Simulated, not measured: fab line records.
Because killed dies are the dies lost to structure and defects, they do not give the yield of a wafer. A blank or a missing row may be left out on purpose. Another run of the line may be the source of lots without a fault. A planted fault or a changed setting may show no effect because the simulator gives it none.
Which tool did it? || flow sky130 || Sampling: 14 lots, 42 wafers, 4 of 708 route steps

== WHAT THE GAUGES SHOWED, per wafer ==
SKY_POLY_GATE_CD_MEAS_13 targets a cd of 150 nm. Usual: cdNm 149.5 nm, standard deviation 1.4.
{"lot": "L875", "measured": "day 16 20:34", "on": "cdSem-01", "cdNm (nm)": "147.8 148.7 147.3", "flag": ""}
{"lot": "L877", "measured": "day 17 10:50", "on": "cdSem-01", "cdNm (nm)": "150.5 151.2 148.6", "flag": ""}
{"lot": "L876", "measured": "day 17 11:10", "on": "cdSem-02", "cdNm (nm)": "152.5 151.5 151.2", "flag": ""}
{"lot": "L878", "measured": "day 18 02:11", "on": "cdSem-02", "cdNm (nm)": "150.6 149.4 150.2", "flag": ""}
{"lot": "L879", "measured": "day 18 11:50", "on": "cdSem-02", "cdNm (nm)": "149.4 148.9 149.2", "flag": ""}
{"lot": "L880", "measured": "day 18 17:07", "on": "cdSem-02", "cdNm (nm)": "149.0 148.9 149.4", "flag": ""}
{"lot": "L883", "measured": "day 19 15:51", "on": "cdSem-01", "cdNm (nm)": "150.7 150.5 150.8", "flag": ""}
{"lot": "L885", "measured": "day 20 19:30", "on": "cdSem-02", "cdNm (nm)": "148.5 149.7 149.9", "flag": ""}
{"lot": "L886", "measured": "day 21 02:13", "on": "cdSem-02", "cdNm (nm)": "148.9 148.6 149.1", "flag": ""}
{"lot": "L888", "measured": "day 21 11:53", "on": "cdSem-01", "cdNm (nm)": "149.5 151.1 150.5", "flag": ""}
{"lot": "L889", "measured": "day 21 18:44", "on": "cdSem-02", "cdNm (nm)": "145.5 145.4 145.8", "flag": ""}
{"lot": "L891", "measured": "day 22 09:55", "on": "cdSem-01", "cdNm (nm)": "148.9 149.2 148.9", "flag": ""}
{"lot": "L892", "measured": "day 23 00:02", "on": "cdSem-01", "cdNm (nm)": "149.3 150.6 149.1", "flag": ""}
{"lot": "L896", "measured": "day 24 02:05", "on": "cdSem-01", "cdNm (nm)": "150.2 150.5 151.1", "flag": ""}

SKY_LDD_N_OVL_MEAS_07. Usual: LDD_N_OVL gives -0.4 nm (standard deviation 1.4).
{"lot": "L875", "measured": "day 18 03:04", "on": "overlay-01", "LDD_N_OVL (nm)": "-2.4 -1.1 -2.5", "flag": ""}
{"lot": "L877", "measured": "day 18 20:13", "on": "overlay-02", "LDD_N_OVL (nm)": "-2.1 -2.5 -0.3", "flag": ""}
{"lot": "L876", "measured": "day 18 20:31", "on": "overlay-01", "LDD_N_OVL (nm)": "0.5 -0.2 1.8", "flag": ""}
{"lot": "L878", "measured": "day 19 13:52", "on": "overlay-02", "LDD_N_OVL (nm)": "-1.5 -1.2 -0.8", "flag": ""}
{"lot": "L879", "measured": "day 19 21:40", "on": "overlay-02", "LDD_N_OVL (nm)": "-3.0 -2.3 -1.5", "flag": ""}
{"lot": "L880", "measured": "day 20 02:28", "on": "overlay-02", "LDD_N_OVL (nm)": "0.8 0.5 -0.5", "flag": ""}
{"lot": "L883", "measured": "day 21 00:14", "on": "overlay-01", "LDD_N_OVL (nm)": "-2.6 -0.6 -3.1", "flag": ""}
{"lot": "L885", "measured": "day 22 03:25", "on": "overlay-01", "LDD_N_OVL (nm)": "1.1 0.3 0.2", "flag": ""}
{"lot": "L886", "measured": "day 22 09:43", "on": "overlay-01", "LDD_N_OVL (nm)": "1.7 0.2 0.5", "flag": ""}
{"lot": "L888", "measured": "day 22 19:58", "on": "overlay-02", "LDD_N_OVL (nm)": "-1.7 -2.7 -2.4", "flag": ""}
{"lot": "L889", "measured": "day 23 02:40", "on": "overlay-02", "LDD_N_OVL (nm)": "-2.4 -1.7 -2.1", "flag": ""}
{"lot": "L891", "measured": "day 23 17:22", "on": "overlay-02", "LDD_N_OVL (nm)": "2.4 1.7 1.3", "flag": ""}
{"lot": "L892", "measured": "day 24 07:46", "on": "overlay-02", "LDD_N_OVL (nm)": "-2.5 -1.0 -0.9", "flag": ""}
{"lot": "L896", "measured": "day 25 08:44", "on": "overlay-02", "LDD_N_OVL (nm)": "-0.4 1.2 -1.4", "flag": ""}

SKY_SPACER_THK_MEAS_01. Usual: SPACER_CVD_00_THK gives 43.2 nm (standard deviation 0.36).
{"lot": "L875", "measured": "day 23 08:24", "on": "filmMetro-01", "SPACER_CVD_00_THK (nm)": "43.0 43.2 43.8", "flag": ""}
{"lot": "L877", "measured": "day 24 01:18", "on": "filmMetro-01", "SPACER_CVD_00_THK (nm)": "43.5 43.5 43.6", "flag": ""}
{"lot": "L876", "measured": "day 24 02:31", "on": "filmMetro-02", "SPACER_CVD_00_THK (nm)": "43.3 43.6 43.6", "flag": ""}
{"lot": "L878", "measured": "day 24 19:14", "on": "filmMetro-02", "SPACER_CVD_00_THK (nm)": "43.0 42.9 42.8", "flag": ""}
{"lot": "L879", "measured": "day 25 04:24", "on": "filmMetro-04", "SPACER_CVD_00_THK (nm)": "43.8 44.0 43.9", "flag": ""}
{"lot": "L880", "measured": "day 25 06:58", "on": "filmMetro-04", "SPACER_CVD_00_THK (nm)": "42.7 43.1 42.5", "flag": ""}
{"lot": "L883", "measured": "day 26 04:41", "on": "filmMetro-01", "SPACER_CVD_00_THK (nm)": "43.0 43.6 42.9", "flag": ""}
{"lot": "L885", "measured": "day 27 05:04", "on": "filmMetro-04", "SPACER_CVD_00_THK (nm)": "43.0 43.0 43.0", "flag": ""}
{"lot": "L886", "measured": "day 27 12:15", "on": "filmMetro-02", "SPACER_CVD_00_THK (nm)": "43.2 44.1 43.8", "flag": ""}
{"lot": "L888", "measured": "day 27 22:12", "on": "filmMetro-01", "SPACER_CVD_00_THK (nm)": "43.6 43.4 42.9", "flag": ""}
{"lot": "L889", "measured": "day 28 02:59", "on": "filmMetro-02", "SPACER_CVD_00_THK (nm)": "43.8 43.0 43.4", "flag": ""}
{"lot": "L891", "measured": "day 28 18:22", "on": "filmMetro-01", "SPACER_CVD_00_THK (nm)": "43.3 43.1 43.1", "flag": ""}
{"lot": "L892", "measured": "day 29 07:05", "on": "filmMetro-04", "SPACER_CVD_00_THK (nm)": "42.8 42.8 43.1", "flag": ""}
{"lot": "L896", "measured": "day 30 09:51", "on": "filmMetro-01", "SPACER_CVD_00_THK (nm)": "43.8 43.9 43.7", "flag": ""}

== EACH LOT AND THE TOOL THAT RAN IT (in order: tool; ch and the chambers of the sampled wafers; start) ==
{"lot": "L875", "SKY_LDD_HVP_EXPOSE_04": "ilineStepper-02 ch 0, day 21 08:46"}
{"lot": "L877", "SKY_LDD_HVP_EXPOSE_04": "ilineStepper-02 ch 0, day 22 02:32"}
{"lot": "L876", "SKY_LDD_HVP_EXPOSE_04": "ilineStepper-02 ch 0, day 22 02:46"}
{"lot": "L878", "SKY_LDD_HVP_EXPOSE_04": "ilineStepper-02 ch 0, day 22 20:34"}
{"lot": "L879", "SKY_LDD_HVP_EXPOSE_04": "ilineStepper-02 ch 0, day 23 03:40"}
{"lot": "L880", "SKY_LDD_HVP_EXPOSE_04": "ilineStepper-01 ch 0, day 23 08:23"}
{"lot": "L883", "SKY_LDD_HVP_EXPOSE_04": "ilineStepper-02 ch 0, day 24 05:45"}
{"lot": "L885", "SKY_LDD_HVP_EXPOSE_04": "ilineStepper-02 ch 0, day 25 07:32"}
{"lot": "L886", "SKY_LDD_HVP_EXPOSE_04": "ilineStepper-02 ch 0, day 25 14:18"}
{"lot": "L888", "SKY_LDD_HVP_EXPOSE_04": "ilineStepper-02 ch 0, day 26 00:19"}
{"lot": "L889", "SKY_LDD_HVP_EXPOSE_04": "ilineStepper-02 ch 0, day 26 05:59"}
{"lot": "L891", "SKY_LDD_HVP_EXPOSE_04": "ilineStepper-01, day 26 20:59"}
{"lot": "L892", "SKY_LDD_HVP_EXPOSE_04": "ilineStepper-02, day 27 10:14"}
{"lot": "L896", "SKY_LDD_HVP_EXPOSE_04": "ilineStepper-01 ch 0, day 28 11:38"}
- SKY_LDD_HVP_EXPOSE_04: exposes mask HVPTM, target cd 700 nm.

== AS READ BY THE TOOLS THEMSELVES (means over the sampled wafers that have a number; for cases with no such wafer, the mark the record gives instead) ==
SKY_LDD_HVP_EXPOSE_04. Usual: exposureDoseMJCm2 85.98, standard deviation 0.097; focusOffsetNm 0.0 nm, standard deviation 0.48; stageVelMmS 500.02 mm/s, standard deviation 0.22.
{"lot": "L875", "tool": "ilineStepper-02", "exposureDoseMJCm2": 86.01, "focusOffsetNm (nm)": -0.2, "stageVelMmS (mm/s)": 499.95, "flag": ""}
{"lot": "L877", "tool": "ilineStepper-02", "exposureDoseMJCm2": 86.02, "focusOffsetNm (nm)": 0.1, "stageVelMmS (mm/s)": 499.77, "flag": ""}
{"lot": "L876", "tool": "ilineStepper-02", "exposureDoseMJCm2": 86.05, "focusOffsetNm (nm)": 0.4, "stageVelMmS (mm/s)": 500.04, "flag": ""}
{"lot": "L878", "tool": "ilineStepper-02", "exposureDoseMJCm2": 86.03, "focusOffsetNm (nm)": 0.6, "stageVelMmS (mm/s)": 499.91, "flag": ""}
{"lot": "L879", "tool": "ilineStepper-02", "exposureDoseMJCm2": 86.01, "focusOffsetNm (nm)": 0.1, "stageVelMmS (mm/s)": 500.15, "flag": ""}
{"lot": "L880", "tool": "ilineStepper-01", "exposureDoseMJCm2": 86.09, "focusOffsetNm (nm)": 0.1, "stageVelMmS (mm/s)": 500.05, "flag": ""}
{"lot": "L883", "tool": "ilineStepper-02", "exposureDoseMJCm2": 85.96, "focusOffsetNm (nm)": -0.7, "stageVelMmS (mm/s)": 499.99, "flag": ""}
{"lot": "L885", "tool": "ilineStepper-02", "exposureDoseMJCm2": 86.01, "focusOffsetNm (nm)": -0.3, "stageVelMmS (mm/s)": 499.88, "flag": ""}
{"lot": "L886", "tool": "ilineStepper-02", "exposureDoseMJCm2": 85.90, "focusOffsetNm (nm)": 0.4, "stageVelMmS (mm/s)": 500.31, "flag": ""}
{"lot": "L888", "tool": "ilineStepper-02", "exposureDoseMJCm2": 86.00, "focusOffsetNm (nm)": 0.1, "stageVelMmS (mm/s)": 499.83, "flag": ""}
{"lot": "L889", "tool": "ilineStepper-02", "exposureDoseMJCm2": 85.94, "focusOffsetNm (nm)": -0.3, "stageVelMmS (mm/s)": 499.83, "flag": ""}
{"lot": "L891", "tool": "ilineStepper-01", "exposureDoseMJCm2": "-", "focusOffsetNm (nm)": "-", "stageVelMmS (mm/s)": "-", "flag": "OFF"}
{"lot": "L892", "tool": "ilineStepper-02", "exposureDoseMJCm2": "-", "focusOffsetNm (nm)": "-", "stageVelMmS (mm/s)": "-", "flag": "OFF"}
{"lot": "L896", "tool": "ilineStepper-01", "exposureDoseMJCm2": 85.94, "focusOffsetNm (nm)": 0.1, "stageVelMmS (mm/s)": 500.01, "flag": ""}

== THE ANSWER, worked out from the rows above alone ==
Rule: a lot counts as off when the mean over its wafers that have a number is more than 3 standard deviations away from the usual mean. A lot without any number at a reading at which 4 lots or more have one is off too. Where the step has rows for the other lots, those lots are counted as sound. First the gauges in route order, then the tools' own readings, where a lot's mean is used as printed above. At the first step where some lot is off, the reading lying furthest off is the one used; lots without a number count as furthest.
Off: L891, L892 (SKY_LDD_HVP_EXPOSE_04, exposureDoseMJCm2). Without a number there: L891, L892.
If a tool, at that step or one of the process steps before it, ran each lot that is off and ran no sound lot following the first of them, it fits. Not one of the candidates tried fits.

== WHAT THE SIMULATOR PUT IN ==
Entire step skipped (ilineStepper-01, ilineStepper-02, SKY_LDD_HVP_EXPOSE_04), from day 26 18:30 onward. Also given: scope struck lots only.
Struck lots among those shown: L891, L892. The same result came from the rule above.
